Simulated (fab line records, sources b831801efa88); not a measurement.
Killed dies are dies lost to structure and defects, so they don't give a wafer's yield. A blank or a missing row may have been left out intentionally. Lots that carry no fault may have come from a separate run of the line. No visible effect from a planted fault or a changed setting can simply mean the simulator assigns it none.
Which tool is to blame? + flow gf180mcu + Sampling: 14 lots, 42 wafers, 5 of 602 route steps

## WHAT THE GAUGES READ, wafer by wafer
GF_V2_THK_MEAS_01. Usual: for V2_CVD_00_THK the level is 599 nm and the standard deviation is 6.7.
| lot  | measured     | on            | V2_CVD_00_THK (nm) | flag |
|------|--------------|---------------|--------------------|------|
| L273 | day 18 22:53 | film_metro-01 | 598 612 598        |      |
| L274 | day 19 03:46 | film_metro-03 | 590 594 585        |      |
| L275 | day 19 13:23 | film_metro-01 | 600 604 603        |      |
| L277 | day 20 18:58 | film_metro-03 | 597 594 596        |      |
| L281 | day 22 16:14 | film_metro-04 | 594 591 588        |      |
| L282 | day 23 10:00 | film_metro-01 | 603 595 601        |      |
| L289 | day 25 07:27 | film_metro-04 | 605 603 597        |      |
| L290 | day 25 07:53 | film_metro-04 | 607 595 597        |      |
| L291 | day 25 16:43 | film_metro-04 | 594 604 598        |      |
| L292 | day 25 23:46 | film_metro-01 | 595 609 604        |      |
| L293 | day 26 09:18 | film_metro-01 | 614 606 612        |      |
| L294 | day 26 09:59 | film_metro-01 | 610 609 603        |      |
| L295 | day 26 18:38 | film_metro-04 | 601 594 602        |      |
| L296 | day 27 01:51 | film_metro-04 | 595 596 595        |      |

## WHICH TOOL RAN EACH LOT (tool, then ch and the chambers of the sampled wafers, then the start)
| lot  | GF_M1_STRIP_17                       | GF_V1_CVD_02                    | GF_M2_METAL_ETCH_16               | GF_M2_STRIP_17                       |
|------|--------------------------------------|---------------------------------|-----------------------------------|--------------------------------------|
| L273 | plasma_asher-02 ch 0,1, day 16 19:44 | pecvd-04 ch 0,1,2, day 16 20:25 | rie_metal-02 ch 0, day 18 22:05   | plasma_asher-02 ch 0,1, day 18 22:17 |
| L274 | plasma_asher-03 ch 0,1, day 17 01:43 | pecvd-04 ch 0,1,2, day 17 02:25 | rie_metal-01 ch 0,1, day 19 03:04 | plasma_asher-02 ch 0,1, day 19 03:10 |
| L275 | plasma_asher-02 ch 0,1, day 17 11:34 | pecvd-02 ch 0,1, day 17 12:12   | rie_metal-04 ch 0,1, day 19 12:41 | plasma_asher-04 ch 0,1, day 19 12:48 |
| L277 | plasma_asher-03 ch 0,1, day 18 14:59 | pecvd-02 ch 0,1,2, day 18 15:41 | rie_metal-01 ch 0,1, day 20 18:07 | plasma_asher-02 ch 0,1, day 20 18:14 |
| L281 | plasma_asher-02 ch 0,1, day 20 13:07 | pecvd-04 ch 0,1,2, day 20 13:49 | rie_metal-01 ch 1, day 22 15:24   | plasma_asher-03 ch 0,1, day 22 15:35 |
| L282 | plasma_asher-03 ch 0,1, day 21 07:04 | pecvd-03 ch 0,1,2, day 21 08:02 | rie_metal-01 ch 0,1, day 23 09:18 | plasma_asher-03 ch 0,1, day 23 09:25 |
| L289 | plasma_asher-01 ch 0,1, day 23 07:38 | pecvd-04 ch 0,1,2, day 23 08:18 | rie_metal-04 ch 0, day 25 06:39   | plasma_asher-03 ch 0,1, day 25 06:50 |
| L290 | plasma_asher-03 ch 0,1, day 23 08:07 | pecvd-02 ch 1,2, day 23 08:47   | rie_metal-02 ch 0,1, day 25 07:10 | plasma_asher-04 ch 0,1, day 25 07:17 |
| L291 | plasma_asher-02 ch 0,1, day 23 17:16 | pecvd-03 ch 0,1,2, day 23 17:56 | rie_metal-02 ch 0,1, day 25 16:00 | plasma_asher-02 ch 0,1, day 25 16:07 |
| L292 | plasma_asher-01 ch 0,1, day 24 01:22 | pecvd-03 ch 0,1,2, day 24 02:02 | rie_metal-01 ch 0,1, day 25 23:04 | plasma_asher-02 ch 0,1, day 25 23:10 |
| L293 | plasma_asher-01 ch 0, day 24 10:34   | pecvd-02 ch 1,2, day 24 11:16   | rie_metal-01 ch 0,1, day 26 08:34 | plasma_asher-02 ch 0,1, day 26 08:41 |
| L294 | plasma_asher-01 ch 0, day 24 12:32   | pecvd-04 ch 0,1,2, day 24 13:14 | rie_metal-04 ch 0,1, day 26 09:16 | plasma_asher-02 ch 0,1, day 26 09:23 |
| L295 | plasma_asher-03 ch 1, day 24 21:02   | pecvd-02 ch 0,1, day 24 21:42   | rie_metal-01 ch 0,1, day 26 17:54 | plasma_asher-04 ch 0,1, day 26 18:01 |
| L296 | plasma_asher-02 ch 0,1, day 25 04:38 | pecvd-02 ch 0,2, day 25 05:23   | rie_metal-04 ch 0,1, day 27 01:06 | plasma_asher-02 ch 0,1, day 27 01:13 |
- GF_M1_STRIP_17: strips in O2/N2.
- GF_V1_CVD_02: deposits SiO2 from TEOS, target thk 850 nm, time 94.851 s.
- GF_M2_METAL_ETCH_16: etches the open film in Cl2/BCl3, stops on SiO2, target depth 627.5 nm, time 104.6 s.
- GF_M2_STRIP_17: strips in O2/N2.

## AS READ BY THE TOOLS THEMSELVES (means over the sampled wafers that have a number; for cases with no such wafer, the mark the record gives instead)
GF_M1_STRIP_17. Usual: drypump_motor_current_A 5.9 A, standard deviation 0.43; heater_power_w 342 W, standard deviation 26; o2_flow_sccm 3001 sccm, standard deviation 8.4; oes_product_au 0.558 a.u., standard deviation 0.0051; strip_time_to_endpoint_s 7.87 s, standard deviation 0.048.
| lot  | tool            | drypump_motor_current_A (A) | heater_power_w (W) | o2_flow_sccm (sccm) | oes_product_au (a.u.) | strip_time_to_endpoint_s (s) | flag |
|------|-----------------|-----------------------------|--------------------|---------------------|-----------------------|------------------------------|------|
| L273 | plasma_asher-02 | 6.3                         | 375                | 2995                | 0.555                 | 7.76                         |      |
| L274 | plasma_asher-03 | 5.9                         | 344                | 3003                | 0.552                 | 7.77                         |      |
| L275 | plasma_asher-02 | 6.3                         | 377                | 2996                | 0.553                 | 7.86                         |      |
| L277 | plasma_asher-03 | 5.8                         | 338                | 2998                | 0.561                 | 7.89                         |      |
| L281 | plasma_asher-02 | 6.3                         | 351                | 3001                | 0.561                 | 7.91                         |      |
| L282 | plasma_asher-03 | 5.9                         | 341                | 3005                | 0.557                 | 7.87                         |      |
| L289 | plasma_asher-01 | 5.8                         | 319                | 2997                | 0.558                 | 7.87                         |      |
| L290 | plasma_asher-03 | 5.9                         | 330                | 3004                | 0.561                 | 7.83                         |      |
| L291 | plasma_asher-02 | 6.3                         | 366                | 2998                | 0.563                 | 7.91                         |      |
| L292 | plasma_asher-01 | 5.9                         | 340                | 2999                | 0.557                 | 7.92                         |      |
| L293 | plasma_asher-01 | 5.6                         | 292                | 3006                | 0.556                 | 7.94                         |      |
| L294 | plasma_asher-01 | 5.6                         | 294                | 2997                | 0.555                 | 7.80                         |      |
| L295 | plasma_asher-03 | 5.8                         | 325                | 3007                | 0.560                 | 7.88                         |      |
| L296 | plasma_asher-02 | 6.3                         | 355                | 3002                | 0.556                 | 7.85                         |      |

GF_V1_CVD_02. Usual: 664 W for heater_power_w, sd 90.
| lot  | tool     | heater_power_w (W) | flag |
|------|----------|--------------------|------|
| L273 | pecvd-04 | 585                |      |
| L274 | pecvd-04 | 600                |      |
| L275 | pecvd-02 | 718                |      |
| L277 | pecvd-02 | 720                |      |
| L281 | pecvd-04 | 658                |      |
| L282 | pecvd-03 | 614                |      |
| L289 | pecvd-04 | 661                |      |
| L290 | pecvd-02 | 696                |      |
| L291 | pecvd-03 | 694                |      |
| L292 | pecvd-03 | 674                |      |
| L293 | pecvd-02 | 703                |      |
| L294 | pecvd-04 | 636                |      |
| L295 | pecvd-02 | 693                |      |
| L296 | pecvd-02 | 761                |      |

GF_M2_METAL_ETCH_16. Usual: drypump_motor_current_A 5.47 A, standard deviation 0.29; he_backside_leak_sccm 3.4 sccm, standard deviation 0.32; oes_product_au 0.975 a.u., standard deviation 0.0059; throttle_valve_pct 28.247 %, standard deviation 0.0097.
| lot  | tool         | drypump_motor_current_A (A) | he_backside_leak_sccm (sccm) | oes_product_au (a.u.) | throttle_valve_pct (%) | flag |
|------|--------------|-----------------------------|------------------------------|-----------------------|------------------------|------|
| L273 | rie_metal-02 | 5.31                        | 3.1                          | 0.974                 | 28.257                 |      |
| L274 | rie_metal-01 | 5.71                        | 3.6                          | 0.979                 | 28.242                 |      |
| L275 | rie_metal-04 | 5.35                        | 3.6                          | 0.976                 | 28.246                 |      |
| L277 | rie_metal-01 | 5.72                        | 3.7                          | 0.972                 | 28.237                 |      |
| L281 | rie_metal-01 | 5.78                        | 3.4                          | 0.870                 | 28.366                 | OFF  |
| L282 | rie_metal-01 | 5.68                        | 3.3                          | 0.914                 | 28.303                 | OFF  |
| L289 | rie_metal-04 | 5.01                        | 3.4                          | 0.977                 | 28.244                 |      |
| L290 | rie_metal-02 | 5.45                        | 3.0                          | 0.973                 | 28.244                 |      |
| L291 | rie_metal-02 | 5.56                        | 3.3                          | 0.980                 | 28.242                 |      |
| L292 | rie_metal-01 | 5.73                        | 3.5                          | 0.970                 | 28.253                 |      |
| L293 | rie_metal-01 | 5.72                        | 3.6                          | 0.978                 | 28.239                 |      |
| L294 | rie_metal-04 | 5.17                        | 3.5                          | 0.970                 | 28.257                 |      |
| L295 | rie_metal-01 | 5.68                        | 3.1                          | 0.973                 | 28.246                 |      |
| L296 | rie_metal-04 | 5.19                        | 3.5                          | 0.972                 | 28.247                 |      |

GF_M2_STRIP_17. Usual: drypump_motor_current_A 5.9 A, standard deviation 0.64; heater_power_w 339 W, standard deviation 22; o2_flow_sccm 2999 sccm, standard deviation 9.6; oes_product_au 0.557 a.u., standard deviation 0.0049; strip_time_to_endpoint_s 7.87 s, standard deviation 0.038.
| lot  | tool            | drypump_motor_current_A (A) | heater_power_w (W) | o2_flow_sccm (sccm) | oes_product_au (a.u.) | strip_time_to_endpoint_s (s) | flag |
|------|-----------------|-----------------------------|--------------------|---------------------|-----------------------|------------------------------|------|
| L273 | plasma_asher-02 | 6.3                         | 355                | 3012                | 0.555                 | 7.84                         |      |
| L274 | plasma_asher-02 | 5.9                         | 346                | 2993                | 0.555                 | 7.82                         |      |
| L275 | plasma_asher-04 | 5.2                         | 310                | 2988                | 0.555                 | 7.82                         |      |
| L277 | plasma_asher-02 | 6.3                         | 351                | 3001                | 0.560                 | 7.86                         |      |
| L281 | plasma_asher-03 | 5.9                         | 344                | 2996                | 0.578                 | 8.32                         | OFF  |
| L282 | plasma_asher-03 | 5.9                         | 343                | 2996                | 0.571                 | 8.15                         | OFF  |
| L289 | plasma_asher-03 | 5.9                         | 342                | 2985                | 0.556                 | 7.87                         |      |
| L290 | plasma_asher-04 | 5.2                         | 307                | 3004                | 0.560                 | 7.87                         |      |
| L291 | plasma_asher-02 | 5.9                         | 350                | 3001                | 0.558                 | 7.87                         |      |
| L292 | plasma_asher-02 | 5.9                         | 344                | 2997                | 0.556                 | 7.83                         |      |
| L293 | plasma_asher-02 | 6.3                         | 358                | 2991                | 0.554                 | 7.83                         |      |
| L294 | plasma_asher-02 | 6.3                         | 356                | 3002                | 0.563                 | 7.89                         |      |
| L295 | plasma_asher-04 | 5.2                         | 308                | 3012                | 0.561                 | 7.91                         |      |
| L296 | plasma_asher-02 | 6.3                         | 354                | 3001                | 0.558                 | 7.89                         |      |

## THE ANSWER, worked out from the rows above alone
Rule: a lot is off if the mean of its wafers that have a number lies more than 3 standard deviations from the usual mean. A lot without any number at a reading at which 4 lots or more have one is off too. All remaining lots with rows at the step are treated as sound. After the gauges, taken in route order, come the tools' own readings; for these a lot's mean is taken, as printed above. The first step at which some lot is off is used, and at that step the reading that is off furthest; a lot without a number counts as furthest.
Off at GF_M2_METAL_ETCH_16 (oes_product_au): L281, L282.
A tool fits if, at that step or a process step before it, it ran every lot that is off, and no sound lot after the first of them. Of those tried, none fits.

## WHAT THE SIMULATOR HAD INSERTED
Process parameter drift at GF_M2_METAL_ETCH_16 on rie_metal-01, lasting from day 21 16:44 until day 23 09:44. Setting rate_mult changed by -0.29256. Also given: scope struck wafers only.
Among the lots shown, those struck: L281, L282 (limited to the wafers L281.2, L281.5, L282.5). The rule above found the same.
